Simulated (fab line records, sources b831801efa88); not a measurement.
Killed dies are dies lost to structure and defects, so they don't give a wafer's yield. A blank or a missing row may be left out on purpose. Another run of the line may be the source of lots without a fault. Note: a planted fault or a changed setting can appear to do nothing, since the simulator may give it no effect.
What tool caused it? -- flow gf180mcu -- Sampling: 12 lots, 36 wafers, 4 of 602 route steps

## WHAT THE GAUGES READ, wafer by wafer
GF_V4_THK_MEAS_03. Usual: V4_CVD_02_THK typically reads 854 nm, with standard deviation 11.
lot,measured,on,V4_CVD_02_THK (nm),flag
L888,day 24 01:18,filmMetro-03,853 845 853,
L890,day 24 18:59,filmMetro-01,835 843 849,
L892,day 25 08:52,filmMetro-01,851 869 851,
L894,day 26 08:23,filmMetro-01,843 841 847,
L897,day 26 21:11,filmMetro-01,839 839 847,
L896,day 27 01:17,filmMetro-01,843 848 851,
L901,day 28 06:52,filmMetro-01,855 858 866,
L904,day 28 22:35,filmMetro-01,848 852 868,
L905,day 29 09:22,filmMetro-03,843 852 859,
L906,day 29 17:23,filmMetro-01,847 867 856,
L908,day 30 03:28,filmMetro-01,864 868 879,
L909,day 30 20:31,filmMetro-04,837 845 849,

GF_V4_CD_MEAS_14: target cd 260 nm. Usual: cdNm at 259.3 nm, with a standard deviation of 1.2.
lot,measured,on,cdNm (nm),flag
L888,day 25 00:10,cdSem-01,259.3 258.9 259.3,
L890,day 25 16:55,cdSem-01,259.8 258.4 259.0,
L892,day 26 06:58,cdSem-02,259.1 259.7 260.0,
L894,day 27 05:49,cdSem-01,256.7 256.8 256.1,
L897,day 27 18:04,cdSem-02,258.6 259.0 259.6,
L896,day 27 20:58,cdSem-02,259.6 258.4 258.0,
L901,day 29 02:07,cdSem-02,272.1 272.1 271.4,OFF
L904,day 29 17:59,cdSem-02,272.1 271.8 271.7,OFF
L905,day 30 04:29,cdSem-01,260.1 258.8 260.0,
L906,day 30 12:22,cdSem-01,272.7 271.9 271.8,OFF
L908,day 30 22:11,cdSem-02,259.9 258.6 259.7,
L909,day 31 15:08,cdSem-02,260.7 261.0 260.6,

## WHICH TOOL RAN EACH LOT (tool, then ch and the chambers of the sampled wafers, then the start)
lot,GF_M4_METAL_ETCH_16,GF_V4_PEB_12
L888,"rieMetal-03 ch 0,1, day 24 00:25","lithoTrack-01 ch 0, day 24 23:49"
L890,"rieMetal-03 ch 0,1, day 24 18:07","lithoTrack-02 ch 0, day 25 16:29"
L892,"rieMetal-03 ch 0,1, day 25 08:01","lithoTrack-01 ch 0, day 26 06:37"
L894,"rieMetal-01 ch 0,1, day 26 07:28","lithoTrack-01 ch 0, day 27 05:28"
L897,"rieMetal-02 ch 0,1, day 26 20:16","lithoTrack-01 ch 0, day 27 17:43"
L896,"rieMetal-02 ch 0,1, day 27 00:22","lithoTrack-02 ch 0, day 27 20:37"
L901,"rieMetal-01 ch 0,1, day 28 06:01","lithoTrack-02 ch 0, day 29 01:46"
L904,"rieMetal-01 ch 0,1, day 28 21:44","lithoTrack-02 ch 0, day 29 17:34"
L905,"rieMetal-02 ch 1, day 29 08:29","lithoTrack-03 ch 0, day 30 04:08"
L906,"rieMetal-03 ch 0,1, day 29 16:34","lithoTrack-02 ch 0, day 30 12:02"
L908,"rieMetal-01 ch 0,1, day 30 02:37","lithoTrack-03 ch 0, day 30 21:50"
L909,"rieMetal-02 ch 0,1, day 30 19:34","lithoTrack-03 ch 0, day 31 14:47"
- GF_M4_METAL_ETCH_16: etches the open film in Cl2/BCl3, stops on SiO2, target depth 627.5 nm, time 104.6 s.
- GF_V4_PEB_12: peb time 90 s.

## WHAT THE TOOLS THEMSELVES READ (means of the sampled wafers that have a number; where no wafer has one, the mark that the record gives instead)
GF_M4_METAL_ETCH_16. Usual: biasW 139.9 W, standard deviation 0.38; drypumpMotorCurrentA 5.9 A, standard deviation 0.45; oesProductAu 0.973 a.u., standard deviation 0.0059; throttleValvePct 28.249 %, standard deviation 0.011.
lot,tool,biasW (W),drypumpMotorCurrentA (A),oesProductAu (a.u.),throttleValvePct (%),flag
L888,rieMetal-03,140.0,5.2,0.976,28.241,
L890,rieMetal-03,139.8,5.2,0.974,28.235,
L892,rieMetal-03,139.8,5.3,0.969,28.252,
L894,rieMetal-01,139.3,6.1,0.976,28.245,
L897,rieMetal-02,140.1,6.2,0.970,28.248,
L896,rieMetal-02,140.2,6.1,0.967,28.254,
L901,rieMetal-01,139.9,6.2,0.971,28.251,
L904,rieMetal-01,140.1,6.2,0.977,28.255,
L905,rieMetal-02,139.8,6.3,0.969,28.256,
L906,rieMetal-03,140.0,5.2,0.976,28.250,
L908,rieMetal-01,140.0,6.2,0.978,28.246,
L909,rieMetal-02,140.6,6.1,0.974,28.249,

GF_V4_PEB_12. Usual: heaterPowerTotalW 85.69 W, standard deviation 0.08; plateTempC 134.99 C, standard deviation 0.15.
lot,tool,heaterPowerTotalW (W),plateTempC (C),flag
L888,lithoTrack-01,85.72,135.10,
L890,lithoTrack-02,85.66,134.83,
L892,lithoTrack-01,85.62,134.94,
L894,lithoTrack-01,85.76,135.01,
L897,lithoTrack-01,85.76,134.77,
L896,lithoTrack-02,85.67,135.07,
L901,lithoTrack-02,91.19,141.57,OFF
L904,lithoTrack-02,91.21,141.42,OFF
L905,lithoTrack-03,85.66,135.04,
L906,lithoTrack-02,91.07,141.50,OFF
L908,lithoTrack-03,85.78,134.90,
L909,lithoTrack-03,85.75,135.16,

## THE ANSWER, worked out from the rows above alone
Rule: a lot counts as off when the mean over its wafers that have a number is more than 3 standard deviations away from the usual mean. A lot without any number at a reading at which 4 lots or more have one is off too. Where the step has rows for the other lots, those lots are counted as sound. First the gauges in route order, then the tools' own readings, where a lot's mean is used as printed above. At the first step where some lot is off, the reading lying furthest off is the one used; lots without a number count as furthest.
Off at GF_V4_CD_MEAS_14 (cdNm): L901, L904, L906.
If a tool, at a process step before that reading, ran all the lots that are off and no sound lot after the first of them, it fits. The gauges at GF_V4_CD_MEAS_14 aren't tried: what is off there is off at GF_V4_PEB_12 too, on other tools, and a gauge's error can't cause that. One fits: GF_V4_PEB_12 on lithoTrack-02. Its last sound lot is L896 (day 27 20:37), its first lot that is off L901 (day 29 01:46): a fault that began between those two fits.
The tool's own readings at GF_V4_PEB_12 bear it out: on the lots that are off they differ by more than 5 times the standard deviation of the sound lots' means. heaterPowerTotalW reads 91.16 W there against 85.71 W on the sound lots; plateTempC reads 141.50 C there against 134.98 C on the sound lots.

## WHAT WAS PUT IN BY THE SIMULATOR
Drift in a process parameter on lithoTrack-02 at GF_V4_PEB_12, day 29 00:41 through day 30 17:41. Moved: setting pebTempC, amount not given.
Lots struck among those shown: L901, L904, L906. The same result came from the rule above.
